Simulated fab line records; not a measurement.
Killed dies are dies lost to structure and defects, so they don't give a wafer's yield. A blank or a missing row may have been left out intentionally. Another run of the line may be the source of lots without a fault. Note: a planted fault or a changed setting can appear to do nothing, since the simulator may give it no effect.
What tool caused it? ; flow sky130 ; Sampling: 24 lots, 72 wafers, 3 of 708 route steps

## WHAT THE GAUGES SHOWED, per wafer
SKY_VIA2_THK_MEAS_23: measures by xrf.
lot;measured;on;VIA2_W_THK (nm)
L074;day 36 06:44;filmMetro-01;420 411 415
L075;day 36 11:14;filmMetro-02;447 437 438
L076;day 36 20:46;filmMetro-04;427 425 429
L077;day 37 13:25;filmMetro-04;419 421 417
L078;day 37 19:10;filmMetro-04;424 419 427
L079;day 38 02:39;filmMetro-01;426 428 418
L080;day 38 12:57;filmMetro-02;443 436 435
L081;day 38 18:11;filmMetro-02;434 440 440
L082;day 39 01:18;filmMetro-01;399 414 416
L083;day 39 03:58;filmMetro-04;434 424 430
L084;day 39 13:35;filmMetro-01;421 425 419
L086;day 40 01:52;filmMetro-04;419 419 421
L085;day 40 05:42;filmMetro-02;439 432 424
L087;day 40 08:58;filmMetro-01;424 425 425
L088;day 40 14:29;filmMetro-02;433 432 436
L089;day 40 21:50;filmMetro-04;425 428 423
L090;day 40 23:31;filmMetro-02;425 426 427
L091;day 41 14:28;filmMetro-04;437 434 431
L092;day 41 17:20;filmMetro-04;436 434 431
L093;day 42 03:01;filmMetro-01;417 419 417
L094;day 42 10:42;filmMetro-01;416 417 417
L095;day 42 12:13;filmMetro-01;417 418 421
L096;day 42 21:05;filmMetro-01;429 418 426
L097;day 43 00:32;filmMetro-01;426 427 431

SKY_CAPM_THK_MEAS_01.
lot;measured;on;CAPM_CVD_00_THK (nm)
L074;day 36 07:16;filmMetro-03;15.64 15.86 16.24
L075;day 36 11:47;filmMetro-02;15.30 15.51 15.69
L076;day 36 21:40;filmMetro-01;15.87 15.82 15.74
L077;day 37 13:58;filmMetro-02;15.48 15.66 15.64
L078;day 37 19:43;filmMetro-02;15.21 15.69 15.57
L079;day 38 03:11;filmMetro-02;15.16 15.65 15.70
L080;day 38 13:29;filmMetro-03;15.59 15.65 15.75
L081;day 38 18:43;filmMetro-01;15.35 15.42 15.44
L082;day 39 05:26;filmMetro-03;15.80 16.01 15.89
L083;day 39 06:57;filmMetro-02;15.56 15.64 15.77
L084;day 39 14:23;filmMetro-01;15.52 15.64 15.56
L086;day 40 02:24;filmMetro-01;15.60 15.86 16.06
L085;day 40 06:14;filmMetro-02;15.23 15.93 15.77
L087;day 40 09:29;filmMetro-02;15.41 15.66 15.81
L088;day 40 15:01;filmMetro-02;15.85 16.04 15.75
L089;day 40 22:22;filmMetro-02;15.70 15.42 15.97
L090;day 41 00:04;filmMetro-02;15.63 15.30 15.84
L091;day 41 15:06;filmMetro-01;15.48 16.07 15.90
L092;day 41 17:52;filmMetro-02;15.41 15.64 15.67
L093;day 42 03:33;filmMetro-02;15.52 15.85 15.98
L094;day 42 11:14;filmMetro-02;15.17 15.48 15.56
L095;day 42 12:45;filmMetro-03;15.38 15.52 15.60
L096;day 42 21:38;filmMetro-03;15.41 15.46 15.89
L097;day 43 01:05;filmMetro-01;15.30 15.15 15.74

## EACH LOT AND THE TOOL THAT RAN IT (in order: tool; ch and the chambers of the sampled wafers; start)
lot;SKY_CAPM_CVD_00
L074;pecvd-04 ch 1,2, day 36 07:14
L075;pecvd-01 ch 0,2, day 36 11:45
L076;pecvd-01 ch 1,2, day 36 21:37
L077;pecvd-03 ch 0, day 37 13:55
L078;pecvd-01 ch 0,1, day 37 19:41
L079;pecvd-03 ch 0,2, day 38 03:09
L080;pecvd-01 ch 1,2, day 38 13:26
L081;pecvd-01 ch 0,1,2, day 38 18:41
L082;pecvd-04 ch 1, day 39 05:24
L083;pecvd-03 ch 0,1,2, day 39 06:55
L084;pecvd-03 ch 1,2, day 39 14:21
L086;pecvd-04 ch 0,1, day 40 02:23
L085;pecvd-03 ch 0,2, day 40 06:11
L087;pecvd-04 ch 1,2, day 40 09:28
L088;pecvd-01 ch 0,1, day 40 14:58
L089;pecvd-01 ch 0,2, day 40 22:21
L090;pecvd-03 ch 0,2, day 41 00:02
L091;pecvd-01 ch 0,1,2, day 41 15:04
L092;pecvd-04 ch 0,2, day 41 17:50
L093;pecvd-04 ch 1,2, day 42 03:31
L094;pecvd-03 ch 0,1,2, day 42 11:13
L095;pecvd-01 ch 0,2, day 42 12:43
L096;pecvd-04 ch 0,2, day 42 21:36
L097;pecvd-03 ch 0,2, day 43 01:03
- SKY_CAPM_CVD_00: deposits SiO2, target thk 15.5 nm.

## WHAT THE TOOLS THEMSELVES READ (means of the sampled wafers that have a number; where no wafer has one, the mark that the record gives instead)
SKY_CAPM_CVD_00.
lot;tool;heaterPowerW (W)
L074;pecvd-04;844
L075;pecvd-01;702
L076;pecvd-01;647
L077;pecvd-03;676
L078;pecvd-01;689
L079;pecvd-03;764
L080;pecvd-01;732
L081;pecvd-01;733
L082;pecvd-04;632
L083;pecvd-03;810
L084;pecvd-03;890
L086;pecvd-04;814
L085;pecvd-03;775
L087;pecvd-04;850
L088;pecvd-01;623
L089;pecvd-01;708
L090;pecvd-03;722
L091;pecvd-01;712
L092;pecvd-04;929
L093;pecvd-04;817
L094;pecvd-03;792
L095;pecvd-01;835
L096;pecvd-04;886
L097;pecvd-03;739

## THE ANSWER, worked out from the rows above alone
Rule: the lots themselves supply what counts as usual. Put in order of their means at a reading, lots are off if they are a third of the lots or fewer, leave a main group of 4 or more, and stand apart from it by a gap of 3 or more times the standard deviation of the main group's means; of several such gaps the widest counts. The tables above print the reading to a certain number of digits; a main group whose means all agree to those digits is not used. Also off: a lot with no number at a reading for which 4 or more lots have one. Any other lot the step has rows for is counted as sound. After the gauges, taken in route order, come the tools' own readings; for these a lot's mean is taken, as printed above. At the first step where some lot is off, the reading lying furthest off is the one used; lots without a number count as furthest.
None of the lots is off at any reading shown; this tells nothing.

## WHAT THE SIMULATOR HAD INSERTED
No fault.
